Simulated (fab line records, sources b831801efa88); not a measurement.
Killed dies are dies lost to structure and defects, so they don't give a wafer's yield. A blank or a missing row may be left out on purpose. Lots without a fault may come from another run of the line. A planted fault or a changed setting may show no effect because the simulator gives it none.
Chamber matching | flow sky130 | SKY_VIA4_HDPCVD_00 on hdpcvd-01: 3 sister chambers
The step deposits SiO2, target thk 1750 nm, time 291.7 s. 3 wafers are shown with their chamber, then 7 later ones without.

WAFERS WITH THEIR CHAMBER
wafer  | chamber | susceptor_temp_C (C)
L932.6 | 1       | 399.81
L937.1 | 2       | 399.89
L937.3 | 0       | 399.54

WAFERS WITHOUT THEIR CHAMBER
wafer  | susceptor_temp_C (C)
L937.5 | 399.67
L939.1 | 399.99
L939.5 | 399.94
L939.6 | 399.83
L942.2 | 400.19
L942.3 | 399.75
L942.5 | 399.97

WHICH CHAMBER EACH WENT THROUGH
wafer  | from the rows above          | in truth
L937.5 | can't be placed: 0 or 1 or 2 | 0
L939.1 | can't be placed: 2 or 1      | 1
L939.5 | can't be placed: 2 or 1      | 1
L939.6 | can't be placed: 1 or 2 or 0 | 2
L942.2 | can't be placed: 2 or 1      | 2
L942.3 | can't be placed: 1 or 2 or 0 | 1
L942.5 | can't be placed: 2 or 1      | 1
Placed correctly: 0 of 7. Can't be placed from these rows: 7 (the true chamber is among the candidates in 7). Placed wrongly: 0.
How it was worked out, from the rows above alone: a wafer's distance from a chamber is the root of the sum, over the readings, of the square of ((its reading less the chamber's mean) divided by the reading's scatter). The wafer belongs to the nearest chamber; if the next one is less than 2 further off, it can't be placed. A chamber's mean is the mean of its shown wafers. The scatter: with one shown wafer a chamber, the root of the mean of the squares of how far each hidden wafer lies from its nearest shown one.
